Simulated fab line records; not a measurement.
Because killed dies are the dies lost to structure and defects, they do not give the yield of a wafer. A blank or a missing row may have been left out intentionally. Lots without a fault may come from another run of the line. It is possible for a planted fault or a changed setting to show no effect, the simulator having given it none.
A lot that was struck, set against a sound lot ; flow sky130 ; 22 out of 708 route steps
Sound: wafers L621.1, L621.2, L621.3. The struck wafers were L628.1, L628.3, L628.5. Last of all comes the cause.
At each step with rows: each side's tool, then ch and its chambers, then its first start. Under that, the readings that differ: sound wafers ; struck wafers ; difference of the means ; sigmas: that difference in standard deviations of wafers without a fault.
alike: readings whose means differ by less than 2 such deviations, and words and numbers that are the same on both sides. not compared: withheld readings, readings that some wafer has no value for, bounds like >300 that may hide the same value, and numbers for which the record gives no deviation and whose values overlap.
The two part at a step that has a row with sigmas, a row that says differs or no value, or rows on one side only. Numbers that don't overlap but have no deviation are shown without sigmas and don't part them. Lack of a reading on every wafer of one side parts them only where that side has two or more wafers.

first, 1 step without rows for these wafers: SKY_POLY_GATE_OXIDATION_20 (stabilise 600 s, purge 300 s, target thk 4 nm).
SKY_POLY_GATE_THK_MEAS_21:
  struck on film-metro-01, day 21 11:46; sound on film-metro-02, day 19 05:33
  alike: POLY_GATE_OXIDATION_THK
SKY_POLY_GATE_CD_MEAS_22:
  struck on cd-sem-02, day 21 11:49; sound on cd-sem-02, day 19 05:37
  alike: cd-nm
then, 7 steps without rows for these wafers: SKY_LDD_N_DEHYDRATE_00 (time 60 s); SKY_LDD_N_HMDS_01 (prime time 60 s); SKY_LDD_N_COAT_02 (resist thk 300 nm); SKY_LDD_N_SOFTBAKE_03 (time 60 s); SKY_LDD_N_EXPOSE_04 (exposes mask NTM, target cd 840 nm); SKY_LDD_N_PEB_05; SKY_LDD_N_DEVELOP_06 (develop time 60 s).
SKY_LDD_N_OVL_MEAS_07:
  struck on overlay-02, day 22 17:44; sound on overlay-02, day 20 12:23
  alike: LDD_N_OVL
following that, these wafers have no rows for 1 step: SKY_LDD_N_IMPLANT_08.
SKY_LDD_N_IMPLANT_09:
  sound on implanter-02 ch 0, day 20 12:34; struck on implanter-01 ch 0, day 22 17:55
reading;sound;struck;difference;sigmas
dose-ions-cm2;7.51e+13 7.505e+13 7.503e+13;7.46e+12 7.65e+12 7.32e+12;-6.76e+13;-99 or more
faraday-current-uA;418 427 425;42 41 42;-382;-46
then, 6 steps without rows for these wafers: SKY_LDD_N_IMPLANT_10; SKY_LDD_N_IMPLANT_11; SKY_LDD_N_IMPLANT_12; SKY_LDD_N_IMPLANT_13; SKY_LDD_N_IMPLANT_14; SKY_LDD_N_IMPLANT_15.
SKY_LDD_N_STRIP_16: strips in O2/N2.
  sound on plasma-asher-04 ch 0,1, day 20 13:37; struck on plasma-asher-04 ch 0,1, day 22 18:58
reading;sound;struck;difference;sigmas
strip-time-to-endpoint-s (s);4.294 4.310 4.301;4.161 4.164 4.156;-0.141;-9
  alike: chamber-pressure-mTorr, drypump-motor-current-A, n2-flow-sccm, oes-product-au
  not compared: rf-hours-counter-h
SKY_LDD_N_TW_MEAS_17:
  struck on film-metro-02, day 22 19:18; sound on film-metro-01, day 20 13:43
reading;sound;struck;difference;sigmas
LDD_N_TW;2590 2585 2581;2485 2475 2460;-112;-6
  not compared: hold
-- a jump in the record: the struck wafers' starts before and after are 26 days apart (it breaks off in module LDD_N and resumes in module PAD_OPEN, where the first step shown is number 708 of the route) --
SKY_PAD_OPEN_PROBE_99:
  struck on prober-02, day 49 02:29; sound on prober-01, day 47 16:35
reading;sound;struck;difference;sigmas
killed-at-other;0 0 0;1 2 1;+1;+2
model.etest.tip-n.rs-ohm-sq;442.9 441.5 437.9;526.3 528 525;+85.7;
model.etest.nfet_01v8.r-on-ohm-um;814.1 812.1 817.1;902.1 869.8 874.5;+67.7;
model.etest.nfet_01v8_swapped.drive-ua-um;518.8 514.1 518.5;465.6 486.8 476.5;-40.8;
model.etest.nfet_01v8_swapped.vt-sat-v (V);0.644 0.647 0.6462;0.6847 0.6694 0.6754;+0.0308;
model.etest.nfet_01v8_lvt.vt-v (V);0.6017 0.6059 0.6022;0.6251 0.6185 0.6232;+0.0190;
model.etest.nfet_01v8_turned.vt-v (V);0.6937 0.6941 0.691;0.7153 0.7103 0.7134;+0.0201;
model.etest.nfet_01v8_swapped.vt-v (V);0.6919 0.6935 0.689;0.7171 0.709 0.7123;+0.0213;
model.etest.nfet_01v8.vt-v (V);0.6923 0.6933 0.6884;0.7163 0.7084 0.7112;+0.0206;
  alike: killed_at_M0_to_M3, killed_at_M4_up, killed-at-contacts, killed-at-front-end, killed-dies, killed-open, killed-short

## WHERE THEY PART
First at SKY_LDD_N_IMPLANT_09; last, within this record, at SKY_PAD_OPEN_PROBE_99.

WHY: whatever the simulator had introduced
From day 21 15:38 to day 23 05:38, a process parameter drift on implanter-01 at SKY_LDD_N_IMPLANT_09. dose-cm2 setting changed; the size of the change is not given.
